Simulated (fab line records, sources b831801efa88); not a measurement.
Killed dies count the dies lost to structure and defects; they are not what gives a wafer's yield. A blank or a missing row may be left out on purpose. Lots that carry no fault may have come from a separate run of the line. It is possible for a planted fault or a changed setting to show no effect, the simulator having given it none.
Struck lot and sound lot, side by side / flow sky130 / 18 steps out of a route of 708
Sound: wafers L214.2, L214.5, L214.6. Struck: wafers L203.1, L203.2, L203.3. Last of all comes the cause.
For every step that has rows: the tool of each side, followed by ch and its chambers, followed by its first start. Under that, the readings that differ: sound wafers / struck wafers / difference of the means / sigmas: that difference in standard deviations of wafers without a fault.
alike: a reading whose means differ by less than 2 such deviations, as well as words and numbers matching on both sides. not compared: withheld readings; readings where some wafer has no value; bounds like >300 that might hide an equal value; numbers whose values overlap and for which the record gives no deviation.
The two part at a step that has a row with sigmas, a row that says differs or no value, or rows on one side only. Numbers that don't overlap but have no deviation are shown without sigmas and don't part them. A reading missing from all wafers of one side parts the sides only when that side holds two or more wafers.

first, 1 step without rows for these wafers: SKY_RES_XHIGH_IMPLANT_07.
SKY_RES_XHIGH_STRIP_08: strips in O2/N2.
  sound on plasmaAsher-02 ch 0,1, day 33 21:31; struck on plasmaAsher-02 ch 0,1, day 30 20:16
  alike: chamberPressureMTorr, drypumpMotorCurrentA, oesProductAu, stripTimeToEndpointS
  not compared: rfHoursCounterH
SKY_RES_XHIGH_TW_MEAS_09:
  struck on filmMetro-04, day 30 20:22; sound on filmMetro-03, day 33 21:37
reading=RES_XHIGH_TW; sound=1654 1667 1667; struck=1631 1644 1637; difference=-25; sigmas=-3
then, 7 steps without rows for these wafers: SKY_SD_N_DEHYDRATE_00 (time 60 s); SKY_SD_N_HMDS_01 (prime time 60 s); SKY_SD_N_COAT_02 (resist thk 1140 nm); SKY_SD_N_SOFTBAKE_03 (time 60 s); SKY_SD_N_EXPOSE_04 (exposes mask NSDM, target cd 380 nm); SKY_SD_N_PEB_05; SKY_SD_N_DEVELOP_06 (develop time 60 s).
SKY_SD_N_CD_MEAS_07 targets a cd of 380 nm.
  struck on cdSem-01, day 31 23:48; sound on cdSem-01, day 34 23:16
  alike: cdNm
SKY_SD_N_OVL_MEAS_08:
  struck on overlay-02, day 31 23:55; sound on overlay-02, day 34 23:22
  alike: SD_N_OVL
SKY_SD_N_IMPLANT_09:
  sound on implanter-01 ch 0, day 34 23:34; struck on implanter-03 ch 0, day 31 23:58
reading=beamEnergyKeV; sound=50.020 49.997 50.003; struck=39.800 39.818 39.798; difference=-10.201; sigmas=-99 or more
reading=model.implant.rpNm (nm); sound=32.41 32.41 32.41; struck=26.55 26.55 26.55; difference=-5.86; sigmas=
reading=model.implant.drpNm (nm); sound=14.11 14.11 14.11; struck=11.92 11.92 11.92; difference=-2.19; sigmas=
after that, 1 step had no rows for these wafers: SKY_SD_N_IMPLANT_10.
SKY_SD_N_STRIP_11: strips in O2/N2.
  sound on plasmaAsher-04 ch 0,1, day 34 23:50; struck on plasmaAsher-04 ch 0,1, day 32 00:16
reading=oesProductAu (a.u.); sound=0.533 0.526 0.529; struck=0.550 0.548 0.547; difference=+0.019; sigmas=+5
reading=stripTimeToEndpointS (s); sound=22.51 22.51 22.55; struck=21.08 21.03 21.03; difference=-1.48; sigmas=-31
  alike: chamberPressureMTorr, drypumpMotorCurrentA
  not compared: rfHoursCounterH
SKY_SD_N_TW_MEAS_12:
  struck on filmMetro-04, day 32 00:36; sound on filmMetro-04, day 34 23:57
reading=SD_N_TW; sound=3990 3997 4004; struck=3778 3795 3796; difference=-207; sigmas=-8
  not compared: hold
SKY_SD_N_RTA_14: time 2 s.
  sound on rtpAnneal-01 ch 0, day 35 00:04; struck on rtpAnneal-02 ch 0, day 32 02:37
  alike: lampPowerPct, wafer_temp_C_max
SKY_SD_N_RS_MEAS_16: measurement is done with a four-point probe.
  struck on filmMetro-03, day 32 03:11; sound on filmMetro-04, day 35 00:15
reading=SD_N_RS (ohm/sq); sound=68.69 68.65 68.37; struck=76.50 76.56 76.50; difference=+7.95; sigmas=+72
  not compared: hold

## WHERE THEY PART
Last at SKY_SD_N_RS_MEAS_16 as far as this record goes, first at SKY_RES_XHIGH_TW_MEAS_09.

WHY: the cause the simulator had injected
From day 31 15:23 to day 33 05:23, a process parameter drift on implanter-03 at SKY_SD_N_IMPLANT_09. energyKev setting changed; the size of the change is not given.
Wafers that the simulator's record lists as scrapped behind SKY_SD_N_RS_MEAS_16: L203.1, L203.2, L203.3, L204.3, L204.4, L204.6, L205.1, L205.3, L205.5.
